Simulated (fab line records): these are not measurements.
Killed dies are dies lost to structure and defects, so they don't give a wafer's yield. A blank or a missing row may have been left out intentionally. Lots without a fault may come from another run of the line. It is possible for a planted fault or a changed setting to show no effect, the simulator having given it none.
8D (eight disciplines) problem report, filled in by code	flow sky130	the parts of the form that need people (team, actions taken, sign-off) are left out

== 1. WHAT IS WRONG ==
Across 6 wafers from 2 lots, VT_ADJUST_HVTP_TW at SKY_VT_ADJUST_HVTP_TW_MEAS_11 averages 973, while fault-free wafers read 1359 with a standard deviation of 12. Relative to the usual mean, that is a shift of -32 standard deviations.
Earliest sighting: wafer L108.2 on film-metro-03 at day 9 01:45. Wafers with a number at this step in the record: 36, from 12 lots. By rule, "out" or "out of limits" means more than 4 standard deviations away from the usual mean. All remaining wafers that have a number are taken as sound.

== 2. WHAT IT IS AND WHAT IT IS NOT ==
question	is	is not
which readings at this step	VT_ADJUST_HVTP_TW	-
which lots	L108, L110	L101, L104, L105, L109, L111, L119, L120, L997, L998, L999
which wafers of those lots	all that have a number	-
read on which gauges	film-metro-03	film-metro-01, film-metro-04
when	from day 9 01:45	up to then (18 sound wafers); but 12 sound wafers of L109, L111, L119, L120 came after

== 3. WHAT RULES OUT EACH SUSPECT ==
Counting: any tool at a process step up to the reading is kept as a suspect provided that every lot that is out went through it and no sound lot did after the first of them.
- the gauge at SKY_VT_ADJUST_HVTP_TW_MEAS_11: ruled out. All the wafers that are out were read on film-metro-03, but those of them that SKY_VT_ADJUST_HVTP_IMPLANT_09 has rows for are out there too, on other tools.
- plasma-asher-02 at SKY_PWDE_STRIP_09 (strips in O2/N2): ruled out as a lasting fault. Following L108 (day 6 12:29), the first lot on it that is out, the sound lots L109 were run on it.
- implanter-03 at SKY_VT_ADJUST_HVTP_IMPLANT_09: kept. Every lot that is out went through it, starting with L108 (day 9 01:31), and after that it ran no sound lot; the last sound lot it ran before then is L105 (day 8 13:44). Its own dose-ions-cm2, faraday-current-uA readings are out on those wafers.
After counting, what remains is implanter-03 at SKY_VT_ADJUST_HVTP_IMPLANT_09.

== 4. THE CAUSE (what the simulator had put in) ==
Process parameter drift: implanter-03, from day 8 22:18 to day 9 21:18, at SKY_VT_ADJUST_HVTP_IMPLANT_09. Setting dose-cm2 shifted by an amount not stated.
After counting, this tool was the only one left.

== 5. THE CHAIN OF EFFECTS, in route order ==
One row per reading whose mean, taken over the struck wafers that have a number, lies over 3 standard deviations from the usual. Only readings whose record carries a usual standard deviation are examined. hours: median over the lots of the time between each lot's start at the first step of this table that gives one and its start at this step. sigmas: the change, counted in usual standard deviations.
hours	step	reading	usual	on struck wafers	change	sigmas
0	SKY_VT_ADJUST_HVTP_IMPLANT_09	dose-ions-cm2	4.301e+12	1.541e+12	-2.760e+12	-99 or more
0	SKY_VT_ADJUST_HVTP_IMPLANT_09	faraday-current-uA	24.2	8.7	-15.5	-31
0	SKY_VT_ADJUST_HVTP_TW_MEAS_11	VT_ADJUST_HVTP_TW	1359	973	-386	-32
It contains these process steps:
- SKY_VT_ADJUST_HVTP_IMPLANT_09

== 6. WHAT WOULD HAVE CAUGHT IT SOONER ==
The first out-of-limits reading at a measuring or inspecting step in this record came at day 9 01:45, 3 hours after the fault's start at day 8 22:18.
At SKY_VT_ADJUST_HVTP_IMPLANT_09, the tool's own readings (dose-ions-cm2, faraday-current-uA) were out on each struck wafer the step has a row for, so an alarm limit on them would have fired on the first such wafer.
Lots out: 2; of these, L110 started SKY_VT_ADJUST_HVTP_IMPLANT_09 on implanter-03 after day 9 01:45. A hold on the tool at that time would have spared it.
